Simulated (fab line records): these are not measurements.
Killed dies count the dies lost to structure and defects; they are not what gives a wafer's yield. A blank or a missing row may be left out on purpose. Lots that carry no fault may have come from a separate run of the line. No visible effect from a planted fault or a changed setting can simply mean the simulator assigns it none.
Which tool is to blame? -- flow gf180mcu -- Sampling: 12 lots, 36 wafers, 4 of 602 route steps

## WHAT THE GAUGES SHOWED, per wafer
GF_MVSD_OVL_MEAS_07.
lot,measured,on,MVSD_OVL (nm)
L744,day 4 15:43,overlay-01,-1.7 -0.8 -1.9
L745,day 4 23:43,overlay-02,0.7 -1.4 -2.8
L746,day 5 02:32,overlay-02,-1.2 -1.2 0.3
L747,day 5 08:59,overlay-01,1.7 0.3 1.0
L750,day 6 01:40,overlay-01,-0.4 0.1 0.1
L752,day 6 13:01,overlay-02,-1.0 0.8 0.6
L753,day 6 22:25,overlay-02,-1.7 -1.3 -1.1
L761,day 8 21:13,overlay-02,1.3 1.1 1.5
L762,day 9 02:37,overlay-01,3.2 1.7 1.2
L764,day 9 12:34,overlay-02,-2.6 -1.9 -2.7
L765,day 9 19:05,overlay-01,-0.7 -0.7 -0.6
L766,day 10 01:29,overlay-02,0.1 -0.8 -1.1

GF_MVPSD_TW_MEAS_11.
lot,measured,on,MVPSD_TW
L744,day 5 06:31,film metro-01,545 549 551
L745,day 5 14:16,film metro-03,541 543 542
L746,day 5 17:21,film metro-01,547 546 547
L747,day 6 00:01,film metro-02,552 554 553
L750,day 6 16:48,film metro-01,554 553 555
L752,day 7 05:35,film metro-03,541 545 540
L753,day 7 14:52,film metro-01,551 550 551
L761,day 9 14:38,film metro-02,531 534 535
L762,day 9 20:14,film metro-03,520 523 522
L764,day 10 06:35,film metro-01,556 557 555
L765,day 10 13:31,film metro-01,556 553 555
L766,day 10 19:32,film metro-03,541 542 542

GF_VT_IMPLANT_RS_MEAS_49: measures by four-point-probe.
lot,measured,on,MVPSD_RS (ohm/sq)
L744,day 7 19:22,film metro-02,1169 1170 1171
L745,day 8 04:16,film metro-01,1169 1170 1168
L746,day 8 09:22,film metro-03,1168 1170 1170
L747,day 8 17:30,film metro-01,1176 1172 1175
L750,day 9 12:08,film metro-02,1167 1166 1166
L752,day 10 00:44,film metro-03,1169 1167 1170
L753,day 10 12:20,film metro-02,1169 1175 1174
L761,day 12 17:38,film metro-02,1254 1255 1252
L762,day 13 00:04,film metro-03,1256 1260 1262
L764,day 13 10:37,film metro-03,1168 1165 1170
L765,day 13 20:37,film metro-02,1169 1169 1165
L766,day 14 01:43,film metro-02,1168 1166 1169

## WHICH TOOL RAN EACH LOT (tool, then ch and the chambers of the sampled wafers, then the start)
lot,GF_MVPSD_IMPLANT_08
L744,"implanter-04 ch 0, day 5 06:07"
L745,"implanter-01 ch 0, day 5 13:50"
L746,"implanter-01 ch 0, day 5 16:55"
L747,"implanter-04 ch 0, day 5 23:38"
L750,"implanter-03 ch 0, day 6 16:25"
L752,"implanter-03 ch 0, day 7 05:11"
L753,"implanter-03 ch 0, day 7 14:29"
L761,"implanter-03 ch 0, day 9 14:14"
L762,"implanter-03 ch 0, day 9 19:50"
L764,"implanter-04 ch 0, day 10 06:11"
L765,"implanter-01 ch 0, day 10 13:07"
L766,"implanter-01 ch 0, day 10 19:11"
- GF_MVPSD_IMPLANT_08

## WHAT THE TOOLS THEMSELVES READ (means of the sampled wafers that have a number; where no wafer has one, the mark that the record gives instead)
GF_MVPSD_IMPLANT_08.
lot,tool,beam energy keV,dose ions cm2,faraday current uA
L744,implanter-04,170.02,1.5000e+13,85.2
L745,implanter-01,170.03,1.4996e+13,85.3
L746,implanter-01,170.06,1.4998e+13,86.0
L747,implanter-04,169.99,1.5008e+13,85.1
L750,implanter-03,169.99,1.5005e+13,84.1
L752,implanter-03,170.02,1.4991e+13,84.7
L753,implanter-03,169.93,1.4997e+13,84.3
L761,implanter-03,170.02,1.2957e+13,73.1
L762,implanter-03,170.03,1.2942e+13,72.8
L764,implanter-04,170.00,1.5012e+13,85.3
L765,implanter-01,169.94,1.4999e+13,83.9
L766,implanter-01,169.97,1.4985e+13,85.7

## THE ANSWER, worked out from the rows above alone
Rule: the usual values come from the lots themselves. Put in order of their means at a reading, lots are off if they are a third of the lots or fewer, leave a main group of 4 or more, and stand apart from it by a gap of 3 or more times the standard deviation of the main group's means; of several such gaps the widest counts. The tables above print the reading to a certain number of digits; a main group whose means all agree to those digits is not used. Also off: a lot with no number at a reading for which 4 or more lots have one. The other lots that the step has rows for count as sound. Order of review: gauges by route order, followed by the tools' own readings, for which a lot's mean as printed above is used. The first step at which some lot is off is used, and at that step the reading that is off furthest; a lot without a number counts as furthest.
Off: at GF_VT_IMPLANT_RS_MEAS_49 (MVPSD_RS), L761, L762. Main group: mean 1169 ohm/sq, sd 2.3.
If a tool, at a process step before that reading, ran all the lots that are off and no sound lot after the first of them, it fits. The gauges at GF_VT_IMPLANT_RS_MEAS_49 aren't tried: what is off there is off at GF_MVPSD_IMPLANT_08 too, on other tools, and a gauge's error can't cause that. One candidate fits, namely implanter-03 at GF_MVPSD_IMPLANT_08. Its last sound lot is L753 (day 7 14:29), its first lot that is off L761 (day 9 14:14): a fault that began between those two fits.
The tool's own readings at GF_MVPSD_IMPLANT_08 bear it out: on the lots that are off they differ by more than 5 times the standard deviation of the sound lots' means. dose ions cm2 reads 1.2950e+13 there against 1.4999e+13 on the sound lots; faraday current uA reads 72.9 there against 85.0 on the sound lots.

## WHAT THE SIMULATOR PUT IN
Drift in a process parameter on implanter-03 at GF_MVPSD_IMPLANT_08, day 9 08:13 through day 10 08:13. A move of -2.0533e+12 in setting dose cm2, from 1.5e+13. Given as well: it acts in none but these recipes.
Lots struck among those shown: L761, L762. The rule above reached the same finding.
